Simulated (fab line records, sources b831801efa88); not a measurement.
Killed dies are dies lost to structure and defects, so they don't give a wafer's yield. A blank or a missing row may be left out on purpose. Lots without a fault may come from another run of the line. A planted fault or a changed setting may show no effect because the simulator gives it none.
Problem report in the 8D (eight disciplines) form, filled by code | flow gf180mcu | the parts of the form that need people (team, actions taken, sign-off) are left out

1. THE PROBLEM
MVSD_TW at GF_MVSD_TW_MEAS_11 reads a mean of 1488 on 6 wafers of 2 lots; wafers without a fault read 1586 with a standard deviation of 14. That is -7.0 standard deviations from the usual mean.
First seen on wafer L795.1, day 8 16:35, on film_metro-04. The record holds 36 wafers of 12 lots with a number at this step. Rule for "out", or "out of limits": more than 4 standard deviations from the usual mean. The other wafers with a number count as sound.

2. WHAT IT IS AND WHAT IT IS NOT
question                    | is                     | is not
which readings at this step | MVSD_TW                | -
which lots                  | L795, L798             | L779, L780, L781, L782, L784, L785, L787, L792, L793, L800
which wafers of those lots  | all that have a number | -
read on which gauges        | film_metro-04          | film_metro-02, film_metro-03
when                        | from day 8 16:35       | up to then (27 sound wafers); but 3 sound wafers of L800 came after

3. SUSPECTS, AND WHAT RULES EACH OUT
Counting: a tool at a process step up to the reading stays a suspect if it ran every lot that is out and no sound lot after the first of them.
- the gauge at GF_MVSD_TW_MEAS_11: ruled out. All the wafers that are out were read on film_metro-04, but those of them that GF_MVSD_IMPLANT_08 has rows for are out there too, on other tools.
- implanter-04 at GF_MVSD_IMPLANT_08: kept. It ran every lot that is out, first L795 (day 8 16:11), and no sound lot after that; its last sound lot up to then is L793 (day 8 06:50). Its own readings are out on those wafers: dose_ions_cm2, faraday_current_uA.
Left after counting: implanter-04 at GF_MVSD_IMPLANT_08.

4. THE CAUSE (what the simulator had put in)
Process parameter drift: implanter-04, from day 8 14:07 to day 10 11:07, at GF_MVSD_IMPLANT_08. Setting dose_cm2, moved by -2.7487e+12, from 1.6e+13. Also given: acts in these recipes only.
Counting left only this tool.

5. THE CHAIN OF EFFECTS, in route order
Each row: a reading whose mean over the struck wafers that have a number lies more than 3 standard deviations from the usual. Only readings for which the record gives a usual standard deviation are gone through. hours: the time from each lot's start at the first step in this table that gives one to its start at this step, as a median over the lots. sigmas: the change in usual standard deviations.
hours | step                     | reading            | usual        | on struck wafers | change      | sigmas
0     | GF_MVSD_IMPLANT_08       | dose_ions_cm2      | 1.5999e+13   | 1.3240e+13       | -2.7590e+12 | -99 or more
0     | GF_MVSD_IMPLANT_08       | faraday_current_uA | 90.5         | 73.6             | -16.9       | -8.9
0     | GF_MVSD_TW_MEAS_11       | MVSD_TW            | 1586         | 1488             | -98         | -7.0
91    | GF_VT_IMPLANT_RS_MEAS_46 | MVSD_RS            | 456.9 ohm/sq | 502.8            | +45.9       | +42
The process steps in it:
- GF_MVSD_IMPLANT_08
Later measuring or inspecting steps at which every struck wafer that the step has a row for has a number for every such reading, and none has moved that far: GF_V1_THK_MEAS_25.

6. WHAT WOULD HAVE CAUGHT IT SOONER
In this record the first reading out of limits at a measuring or inspecting step was taken at day 8 16:35, 2 hours after the fault began at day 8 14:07.
The tool's own readings at GF_MVSD_IMPLANT_08 were out on every struck wafer that the step has a row for (dose_ions_cm2, faraday_current_uA): an alarm limit on them would have fired on the first of those.
Of the lots that are out (2), L798 began GF_MVSD_IMPLANT_08 on implanter-04 after day 8 16:35. A hold on the tool at that time would have spared it.
